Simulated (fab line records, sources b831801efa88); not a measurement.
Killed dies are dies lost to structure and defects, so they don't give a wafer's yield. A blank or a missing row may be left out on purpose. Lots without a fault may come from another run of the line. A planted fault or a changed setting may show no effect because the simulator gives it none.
Problem report in the 8D (eight disciplines) form, filled by code | flow sky130 | the parts of the form that need people (team, actions taken, sign-off) are left out

1. THE PROBLEM
chamber_pressure_pa at SKY_METAL1_SPUTTER_00 reads a mean of 0.3375 Pa on 1 wafer of 1 lot; wafers without a fault read 0.3999 Pa with a standard deviation of 0.00079. That is -79 standard deviations from the usual mean.
The step: material Ti, target thk 15 nm, time 10 s.
First seen on wafer L925.1, day 34 05:22, on pvd_sputter-02. The record holds 15 wafers of 5 lots with a number at this step. Rule for "out", or "out of limits": more than 4 standard deviations from the usual mean. The other wafers with a number count as sound.

2. WHAT IT IS AND WHAT IT IS NOT
question                    | is                  | is not
which readings at this step | chamber_pressure_pa | throttle_valve_pct
which lots                  | L925                | L917, L922, L934, L939
which wafers of those lots  | L925.1              | L925.2, L925.4
read on which tools         | pvd_sputter-02      | pvd_sputter-01
when                        | from day 34 05:22   | up to then (8 sound wafers); but 6 sound wafers of L934, L939 came after

3. SUSPECTS, AND WHAT RULES EACH OUT
Counting: a tool at a process step up to the reading stays a suspect if it ran every lot that is out. Sound lots after the first of them don't rule it out here, since some wafers of a struck lot are sound.
- rie_diel-02 at SKY_CONTACT_ETCH_16 (etches BARC in N2/H2, stops on SiO2, time 45.9 s, target depth 60 nm): kept. It ran the lot that is out, L925 (day 34 03:58); its last sound lot up to then is L922 (day 33 16:23).
- rie_diel-02 at SKY_CONTACT_ETCH_17 (etches SiO2 in C4F8/O2/Ar, stops on Si3N4, target depth 340 nm): kept. It ran the lot that is out, L925 (day 34 04:00); its last sound lot up to then is L922 (day 33 16:26).
- cvd_w-02 at SKY_CONTACT_CVD_24 (deposits W, target thk 340 nm, time 102.12 s): kept. It ran the lot that is out, L925 (day 34 04:47); its last sound lot up to then is L922 (day 33 17:39).
- cmp-02 at SKY_CONTACT_CMP_27 (polishes, stops on SiO2, t overpolish 15 s, target thk 0 nm): kept. It ran the lot that is out, L925 (day 34 05:07); its last sound lot up to then is L917 (day 32 04:22).
- pvd_sputter-02 at SKY_METAL1_SPUTTER_00 (material Ti, target thk 15 nm, time 10 s): kept. It ran the lot that is out, L925 (day 34 05:22); its last sound lot up to then is L922 (day 33 18:12). Its own readings are out on those wafers: chamber_pressure_pa.
- Within rie_diel-02 at SKY_CONTACT_ETCH_16: the wafers that are out ran in chamber 3; their sound lot-mates ran in chambers 1, 2.
- Within rie_diel-02 at SKY_CONTACT_ETCH_17: the wafers that are out ran in chamber 3; their sound lot-mates ran in chambers 1, 2.
- Within cvd_w-02 at SKY_CONTACT_CVD_24: the wafers that are out ran in chamber 1; their sound lot-mates ran in chamber 0.
- Within cmp-02 at SKY_CONTACT_CMP_27: the wafers that are out ran in chamber 2; their sound lot-mates ran in chambers 0, 1.
Left after counting: rie_diel-02 at SKY_CONTACT_ETCH_16, rie_diel-02 at SKY_CONTACT_ETCH_17, cvd_w-02 at SKY_CONTACT_CVD_24, cmp-02 at SKY_CONTACT_CMP_27, pvd_sputter-02 at SKY_METAL1_SPUTTER_00.

4. THE CAUSE (what the simulator had put in)
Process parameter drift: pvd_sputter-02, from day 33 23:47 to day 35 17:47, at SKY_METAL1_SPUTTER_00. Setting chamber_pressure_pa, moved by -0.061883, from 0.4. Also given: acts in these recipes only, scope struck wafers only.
Counting left 5 suspects, and this tool is among them.

5. THE CHAIN OF EFFECTS, in route order
Each row: a reading whose mean over the struck wafers that have a number lies more than 3 standard deviations from the usual. Only readings for which the record gives a usual standard deviation are gone through. hours: the time from each lot's start at the first step in this table that gives one to its start at this step, as a median over the lots. sigmas: the change in usual standard deviations.
hours | step                  | reading             | usual     | on struck wafers | change  | sigmas
0     | SKY_METAL1_SPUTTER_00 | chamber_pressure_pa | 0.3999 Pa | 0.3375           | -0.0624 | -79
The process steps in it:
- SKY_METAL1_SPUTTER_00: material Ti, target thk 15 nm, time 10 s.

6. WHAT WOULD HAVE CAUGHT IT SOONER
In this record the first reading out of limits was taken at day 34 05:22, 6 hours after the fault began at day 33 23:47.
